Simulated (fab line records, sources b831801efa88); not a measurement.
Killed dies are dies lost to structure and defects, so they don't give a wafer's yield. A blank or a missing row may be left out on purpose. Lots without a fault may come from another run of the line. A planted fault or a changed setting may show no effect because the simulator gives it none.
One fault seen from 2 desks | flow sky130 | each desk has only its own numbers; what lay behind them comes last

THE TOOL OWNER'S DESK: implanter-01
The tool's own readings at SKY_LDD_N_IMPLANT_15: means of the sampled wafers that have a number, for each lot that ran on this tool. A lot is out of limits, marked OUT, if its mean lies more than 4 standard deviations from the usual mean; the brackets give that distance.
Columns: A = dose_ions_cm2 at SKY_LDD_N_IMPLANT_15, usual 5e+12; B = faraday_current_uA at SKY_LDD_N_IMPLANT_15, usual 28.2
lot  | first seen here | A                       | B
L717 | day 21 11:12    | 5e+12                   | 28.9
L723 | day 23 12:19    | 2e+12 (-99 or more) OUT | 13.9 (-26) OUT
L724 | day 23 19:45    | 2e+12 (-99 or more) OUT | 13.9 (-26) OUT
L726 | day 24 16:16    | 2e+12 (-99 or more) OUT | 13.8 (-26) OUT
This desk's finding: out of limits on L723, L724, L726; first on L723, day 23 12:19 (dose_ions_cm2 at SKY_LDD_N_IMPLANT_15). In limits: L717.

THE METROLOGY DESK
What the gauges read, lot by lot, whatever tool the lot ran on: means of the sampled wafers that have a number. A lot is out of limits, marked OUT, if its mean lies more than 4 standard deviations from the usual mean; the brackets give that distance.
Columns: A = LDD_N_OVL at SKY_LDD_N_OVL_MEAS_07, usual 0.2 nm
lot  | first seen here | A
L710 | day 18 07:43    | -0.2
L717 | day 21 10:04    | 0.3
L723 | day 23 11:12    | 0.0
L724 | day 23 18:37    | 1.9
L725 | day 23 22:00    | 0.2
L726 | day 24 15:10    | -0.6
L727 | day 24 16:14    | 0.5
This desk's finding: nothing out of limits on any of the 7 lots.

PUT TOGETHER
The tool owner's desk could have raised an alarm at day 23 12:19, on L723, L724, L726.
The metrology desk saw nothing out of limits.
The metrology desk has L723, L724, L726 on record, within its limits.
Of the lots named, all ran SKY_LDD_N_IMPLANT_15 on implanter-01.

WHAT THE SIMULATOR HAD PUT IN
Process parameter drift: implanter-01, from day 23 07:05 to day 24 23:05, at SKY_LDD_N_IMPLANT_15. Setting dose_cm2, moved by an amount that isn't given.
Lots struck among those shown: L723, L724, L726.
Hours from the fault's start to each desk's first reading out of limits: the tool owner's desk, 5.
